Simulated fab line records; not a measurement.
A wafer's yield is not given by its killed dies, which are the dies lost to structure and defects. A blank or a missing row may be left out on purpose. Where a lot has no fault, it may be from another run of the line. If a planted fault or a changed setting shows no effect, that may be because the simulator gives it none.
Comparing a struck lot with a sound one + flow sky130 + 18 steps out of a route of 708
Sound: the wafers L552.1, L552.3, L552.6. Wafers L544.1, L544.4, L544.6 were the ones struck. The cause is given at the end.
Order at every step that has rows: each side's tool, ch and its chambers, its first start. Under that, the readings that differ: sound wafers + struck wafers + difference of the means + sigmas: that difference in standard deviations of wafers without a fault.
alike: a reading whose means differ by less than 2 such deviations, as well as words and numbers matching on both sides. not compared: withheld readings; readings where some wafer has no value; bounds like >300 that might hide an equal value; numbers whose values overlap and for which the record gives no deviation.
A row with sigmas, a row that says differs or no value, or rows on one side alone: a step with any of these is where the two part. When numbers do not overlap yet have no deviation, they are printed without sigmas and do not part them. A reading missing from all wafers of one side parts the sides only when that side holds two or more wafers.

first, 6 steps without rows for these wafers: SKY_LDD_N_IMPLANT_10; SKY_LDD_N_IMPLANT_11; SKY_LDD_N_IMPLANT_12; SKY_LDD_N_IMPLANT_13; SKY_LDD_N_IMPLANT_14; SKY_LDD_N_IMPLANT_15.
SKY_LDD_N_STRIP_16: strips in O2/N2.
  sound on plasma-asher-01 ch 0,1, day 24 04:04; struck on plasma-asher-03 ch 0,1, day 21 19:23
  alike: drypump-motor-current-A, oes-product-au, strip-time-to-endpoint-s
  not compared: rf-hours-counter-h
SKY_LDD_N_TW_MEAS_17:
  sound: film-metro-01 at day 24 04:10; struck: film-metro-01 at day 21 19:29
  alike: LDD_N_TW
then, 4 steps without rows for these wafers: SKY_LDD_P_DEHYDRATE_00 (time 60 s); SKY_LDD_P_HMDS_01 (prime time 60 s); SKY_LDD_P_COAT_02 (resist thk 1140 nm); SKY_LDD_P_SOFTBAKE_03 (time 60 s).
SKY_LDD_P_EXPOSE_04: exposes mask PSDM, target cd 380 nm.
  sound on iline-stepper-02 ch 0, day 24 19:22; struck on iline-stepper-01 ch 0, day 22 10:39
| reading              | sound                | struck               | difference | sigmas |
|----------------------|----------------------|----------------------|------------|--------|
| exposure-dose-mJ-cm2 | 139.46 139.60 139.66 | 134.85 134.87 134.85 | -4.72      | -34    |
  alike: mask
after that, 1 step had no rows for these wafers: SKY_LDD_P_PEB_05.
SKY_LDD_P_DEVELOP_06: develop time 60 s.
  sound on litho-track-02 ch 0, day 25 09:43; struck on litho-track-04 ch 0, day 23 01:53
| reading                | sound           | struck            | difference | sigmas |
|------------------------|-----------------|-------------------|------------|--------|
| model.LDD_P.cd-nm (nm) | 384 386.1 382.5 | 367.4 370.3 368.5 | -15.5      |        |
SKY_LDD_P_CD_MEAS_07: target cd 380 nm.
  sound: cd-sem-02 at day 25 09:52; struck: cd-sem-01 at day 23 02:02
| reading    | sound             | struck            | difference | sigmas |
|------------|-------------------|-------------------|------------|--------|
| cd-nm (nm) | 384.0 386.2 382.6 | 367.3 370.2 368.6 | -15.6      | -8     |
SKY_LDD_P_OVL_MEAS_08:
  sound: overlay-02 at day 25 09:59; struck: overlay-01 at day 23 02:10
  alike: LDD_P_OVL
-- here the record skips 25 days between the struck wafers' starts before and after, leaving off in module LDD_P and picking up in module PAD_OPEN (first step shown: number 708 of the route) --
SKY_PAD_OPEN_PROBE_99:
  sound: prober-02 at day 49 23:18; struck: prober-01 at day 48 10:46
  alike: killed_at_M0_to_M3, killed_at_M4_up, killed-at-contacts, killed-at-front-end, killed-at-other, killed-dies, killed-open, killed-short

## WHERE THEY PART
At SKY_LDD_P_EXPOSE_04 first; at SKY_LDD_P_CD_MEAS_07 last (within this record only). Later steps at which nothing parts them and some readings are alike: SKY_LDD_P_OVL_MEAS_08, SKY_PAD_OPEN_PROBE_99.

WHY: whatever the simulator had introduced
Drift in process parameters on iline-stepper-01 at SKY_LDD_P_EXPOSE_04, starting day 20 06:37. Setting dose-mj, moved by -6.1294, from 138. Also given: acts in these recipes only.
